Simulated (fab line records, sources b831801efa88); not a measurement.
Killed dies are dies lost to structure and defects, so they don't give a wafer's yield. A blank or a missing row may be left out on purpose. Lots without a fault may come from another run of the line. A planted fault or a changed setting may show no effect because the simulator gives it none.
A struck lot beside a sound one | flow sfq_line | 13 steps out of a route of 325
Sound: wafers L117.1, L117.5, L117.6. Struck: wafers L130.1, L130.5, L130.6. The cause comes at the end.
At each step with rows: each side's tool, then ch and its chambers, then its first start. Under that, the readings that differ: sound wafers | struck wafers | difference of the means | sigmas: that difference in standard deviations of wafers without a fault.
alike: readings whose means differ by less than 2 such deviations, and words and numbers that are the same on both sides. not compared: withheld readings, readings that some wafer has no value for, bounds like >300 that may hide the same value, and numbers for which the record gives no deviation and whose values overlap.
The two part at a step that has a row with sigmas, a row that says differs or no value, or rows on one side only. Numbers that don't overlap but have no deviation are shown without sigmas and don't part them. A reading that every wafer of one side lacks parts them only if that side has two wafers or more.

first, 6 steps without rows for these wafers: SFQ_TRILAYER_M2_LITHO_COAT_062 (resist thk 62 nm); SFQ_TRILAYER_M2_LITHO_COAT_057 (resist thk 600 nm); SFQ_TRILAYER_M2_LITHO_SOFTBAKE_061; SFQ_TRILAYER_M2_LITHO_EXPOSE_058 (exposes mask M2, target cd 500 nm); SFQ_TRILAYER_M2_LITHO_PEB_060 (peb time 60 s); SFQ_TRILAYER_M2_LITHO_DEVELOP_059 (time 60 s).
SFQ_M2_OVL_MEAS_916:
  sound on overlay-02, day 22 06:13; struck on overlay-01, day 27 02:05
  alike: M2_OVL
SFQ_TRILAYER_M2_BARC_OPEN_METAL_ETCH_077: etches BARC in O2, target depth 125 nm, time 41.7 s.
  sound on rie_metal-02 ch 0,1, day 22 06:15; struck on rie_metal-04 ch 0,1, day 27 02:07
  reading               | sound             | struck            | difference | sigmas
  oes_product_au (a.u.) | 0.670 0.675 0.683 | 0.689 0.687 0.684 | +0.011     | +2
  alike: drypump_motor_current_A, he_backside_leak_sccm
  not compared: rf_hours_counter_h
SFQ_TRILAYER_M2_ETCH_METAL_ETCH_060: etches Nb in Cl2/Ar, stops on SiO2, target depth 240 nm, time 120 s.
  sound on rie_metal-02 ch 0,1, day 22 06:19; struck on rie_metal-04 ch 0,1, day 27 02:11
  alike: drypump_motor_current_A, he_backside_leak_sccm, oes_product_au
  not compared: rf_hours_counter_h
SFQ_TRILAYER_M2_STRIP_STRIP_061: strips in O2.
  sound on rie_metal-02 ch 0,1, day 22 06:26; struck on rie_metal-04 ch 0,1, day 27 02:19
  alike: drypump_motor_current_A, he_backside_leak_sccm, oes_product_au
  not compared: rf_hours_counter_h
then, 1 step without rows for these wafers: SFQ_TRILAYER_M2_STRIP_SOLV_CLEAN_062 (cleans in NMP, time 600 s).
SFQ_TRILAYER_I2_DEP_PECVD_063: deposits SiO2 from SiH4/N2O, time 111.11 s, target thk 500 nm.
  sound on pecvd-02 ch 0,1, day 22 07:15; struck on pecvd-02 ch 1,2, day 27 03:05
  reading                                             | sound             | struck            | difference | sigmas
  rf_fwd_power_W (W)                                  | 182.3 182.3 182.9 | 212.6 212.5 211.6 | +29.7      | +50
  model.SiO2_of_TRILAYER_I2_DEP_PECVD_063.thk_nm (nm) | 494.9 503.4 496.3 | 516.9 515.8 519.6 | +19.2      |
  alike: heater_power_w, throttle_valve_pct
SFQ_TRILAYER_I2_CMP_CMP_064: polishes SiO2.
  sound on cmp-01 ch 0,1,2, day 22 12:41; struck on cmp-01 ch 0,1,3, day 27 17:54
  reading                | sound       | struck      | difference | sigmas
  time_to_endpoint_s (s) | 205 208 205 | 231 226 222 | +20        | +3
  alike: motor_current_A, slurry_flow_ml_min

WHERE THEY PART
First at SFQ_TRILAYER_M2_BARC_OPEN_METAL_ETCH_077; last, within this record, at SFQ_TRILAYER_I2_CMP_CMP_064.

WHY: what the simulator had put in
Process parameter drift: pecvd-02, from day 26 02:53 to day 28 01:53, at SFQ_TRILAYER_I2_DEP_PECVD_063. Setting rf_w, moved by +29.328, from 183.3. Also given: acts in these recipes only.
